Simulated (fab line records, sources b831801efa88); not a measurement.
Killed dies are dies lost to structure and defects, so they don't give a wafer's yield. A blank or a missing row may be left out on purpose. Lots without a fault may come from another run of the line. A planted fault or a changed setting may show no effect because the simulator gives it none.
Which tool did it? | flow gf180mcu | 12 lots, 36 wafers sampled, at 4 steps of a route of 602

WHAT THE GAUGES READ, wafer by wafer
GF_STI_THK_MEAS_04.
lot  | measured    | on            | STI_CVD_03_THK (nm)
L945 | day 1 13:34 | film_metro-02 | 205.7 205.4 205.1
L947 | day 2 00:26 | film_metro-04 | 203.3 205.4 204.5
L948 | day 2 04:35 | film_metro-03 | 207.6 204.7 205.2
L949 | day 2 09:34 | film_metro-02 | 206.5 208.5 209.1
L951 | day 2 19:53 | film_metro-03 | 204.4 204.6 205.9
L952 | day 3 00:34 | film_metro-03 | 208.1 209.2 208.7
L955 | day 3 15:34 | film_metro-03 | 210.7 216.2 218.4 210.6 216.3 218.2
L956 | day 3 20:34 | film_metro-03 | 216.8 213.8 209.3 216.6 213.8 209.2
L959 | day 4 15:16 | film_metro-04 | 206.5 206.9 205.7
L965 | day 5 17:34 | film_metro-03 | 204.4 204.7 204.1
L966 | day 5 22:34 | film_metro-03 | 209.7 209.2 207.9
L968 | day 6 08:38 | film_metro-04 | 209.2 208.4 209.9

GF_POLY_GATE_OVL_MEAS_11.
lot  | measured     | on         | POLY_GATE_OVL (nm)
L945 | day 9 03:47  | overlay-02 | 2 1 0
L947 | day 9 13:55  | overlay-02 | 6 0 10
L948 | day 9 21:29  | overlay-01 | -6 -9 -1
L949 | day 10 06:07 | overlay-02 | -3 -1 -2
L951 | day 10 22:48 | overlay-01 | 1 0 1
L952 | day 11 09:02 | overlay-01 | -3 4 -1
L955 | day 12 07:16 | overlay-01 | 3 5 4
L956 | day 12 20:37 | overlay-01 | 2 -2 -6
L959 | day 13 14:11 | overlay-01 | -3 -4 -4
L965 | day 15 02:56 | overlay-01 | 3 9 3
L966 | day 15 07:58 | overlay-01 | 2 4 5
L968 | day 16 01:10 | overlay-01 | -3 0 4

WHICH TOOL RAN EACH LOT (tool, then ch and the chambers of the sampled wafers, then the start)
lot  | GF_STI_CVD_03              | GF_VT_IMPLANT_STRIP_42
L945 | lpcvd-01 ch 1, day 1 11:34 | plasma_asher-03 ch 0,1, day 7 13:08
L947 | lpcvd-02 ch 1, day 1 22:27 | plasma_asher-03 ch 0, day 8 00:26
L948 | lpcvd-01 ch 0, day 2 02:34 | plasma_asher-03 ch 0,1, day 8 07:13
L949 | lpcvd-02 ch 0, day 2 07:34 | plasma_asher-03 ch 0,1, day 8 14:35
L951 | lpcvd-02 ch 1, day 2 17:52 | plasma_asher-04 ch 0,1, day 9 03:14
L952 | lpcvd-02 ch 1, day 2 22:34 | plasma_asher-02 ch 0,1, day 9 16:11
L955 | lpcvd-02 ch 1, day 3 13:34 | plasma_asher-02 ch 0,1, day 10 11:50
L956 | lpcvd-02 ch 1, day 3 18:34 | plasma_asher-04 ch 0, day 10 23:23
L959 | lpcvd-01 ch 0, day 4 13:17 | plasma_asher-02 ch 0,1, day 11 17:05
L965 | lpcvd-01 ch 0, day 5 15:34 | plasma_asher-02 ch 0,1, day 13 03:38
L966 | lpcvd-01 ch 0, day 5 20:34 | plasma_asher-04 ch 0,1, day 13 07:29
L968 | lpcvd-01 ch 0, day 6 06:37 | plasma_asher-04 ch 0,1, day 13 23:37
- GF_STI_CVD_03: deposits Si3N4 from DCS/NH3, target thk 207.16 nm, time 3551 s.
- GF_VT_IMPLANT_STRIP_42: strips in O2/N2.

WHAT THE TOOLS THEMSELVES READ (means of the sampled wafers that have a number; where no wafer has one, the mark that the record gives instead)
GF_STI_CVD_03.
lot  | tool     | pressure_mtorr (mTorr) | spike_tc_centre_C (C) | spike_tc_top_C (C) | zone_power_centre_pct (%)
L945 | lpcvd-01 | 249.6                  | 771.7                 | 787.8              | 13.3
L947 | lpcvd-02 | 250.3                  | 769.8                 | 785.9              | 13.2
L948 | lpcvd-01 | 249.8                  | 770.5                 | 784.5              | 11.9
L949 | lpcvd-02 | 249.5                  | 771.1                 | 783.7              | 11.0
L951 | lpcvd-02 | 250.2                  | 770.3                 | 785.3              | 13.0
L952 | lpcvd-02 | 250.6                  | 770.2                 | 786.6              | 13.2
L955 | lpcvd-02 | 249.6                  | 781.3                 | 786.2              | 16.2
L956 | lpcvd-02 | 250.0                  | 782.1                 | 786.5              | 16.1
L959 | lpcvd-01 | 249.0                  | 770.3                 | 785.0              | 11.9
L965 | lpcvd-01 | 250.8                  | 770.1                 | 784.6              | 11.8
L966 | lpcvd-01 | 250.3                  | 770.2                 | 785.8              | 11.8
L968 | lpcvd-01 | 250.4                  | 770.7                 | 784.8              | 11.9

GF_VT_IMPLANT_STRIP_42.
lot  | tool            | drypump_motor_current_A (A) | heater_power_w (W) | o2_flow_sccm (sccm) | oes_product_au (a.u.) | strip_time_to_endpoint_s (s)
L945 | plasma_asher-03 | 5.8                         | 340                | 2997                | 0.713                 | 12.695
L947 | plasma_asher-03 | 5.1                         | 356                | 2997                | 0.723                 | 12.738
L948 | plasma_asher-03 | 5.8                         | 338                | 2991                | 0.716                 | 12.736
L949 | plasma_asher-03 | 5.5                         | 349                | 3000                | 0.719                 | 12.740
L951 | plasma_asher-04 | 6.1                         | 321                | 2998                | 0.716                 | 12.764
L952 | plasma_asher-02 | 6.4                         | 406                | 2989                | 0.721                 | 12.769
L955 | plasma_asher-02 | 6.4                         | 411                | 3011                | 0.715                 | 12.758
L956 | plasma_asher-04 | 6.1                         | 315                | 3012                | 0.721                 | 12.753
L959 | plasma_asher-02 | 6.2                         | 394                | 2988                | 0.715                 | 12.696
L965 | plasma_asher-02 | 6.4                         | 403                | 3007                | 0.714                 | 12.721
L966 | plasma_asher-04 | 6.2                         | 317                | 2993                | 0.718                 | 12.704
L968 | plasma_asher-04 | 6.2                         | 322                | 2995                | 0.714                 | 12.746

THE ANSWER, worked out from the rows above alone
Rule: what is usual is taken from the lots themselves. Put in order of their means at a reading, lots are off if they are a third of the lots or fewer, leave a main group of 4 or more, and stand apart from it by a gap of 3 or more times the standard deviation of the main group's means; of several such gaps the widest counts. A main group whose means are all the same, to the digits that the tables above print for the reading, isn't used. A lot without any number at a reading at which 4 lots or more have one is off too. The other lots that the step has rows for count as sound. The gauges are gone through in route order, then the tools' own readings, and for those a lot's mean is taken as printed above. The first step at which some lot is off is used, and at that step the reading that is off furthest; a lot without a number counts as furthest.
Off: L955, L956, at GF_STI_CVD_03 (spike_tc_centre_C). The main group: mean 770.5 C, standard deviation 0.52.
A tool fits if, at that step or a process step before it, it ran every lot that is off, and no sound lot after the first of them. One fits: lpcvd-02 at GF_STI_CVD_03. Its last sound lot is L952 (day 2 22:34), its first lot that is off L955 (day 3 13:34): a fault that began between those two fits.
The tool's own readings at GF_STI_CVD_03 bear it out: on the lots that are off they differ by more than 5 times the standard deviation of the sound lots' means. spike_tc_centre_C reads 781.7 C there against 770.5 C on the sound lots; zone_power_centre_pct reads 16.1 % there against 12.3 % on the sound lots.

WHAT THE SIMULATOR HAD PUT IN
Process parameter drift: lpcvd-02, from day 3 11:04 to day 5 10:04, at GF_STI_CVD_03. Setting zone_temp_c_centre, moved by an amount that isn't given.
Lots struck among those shown: L955, L956. The rule above found the same.
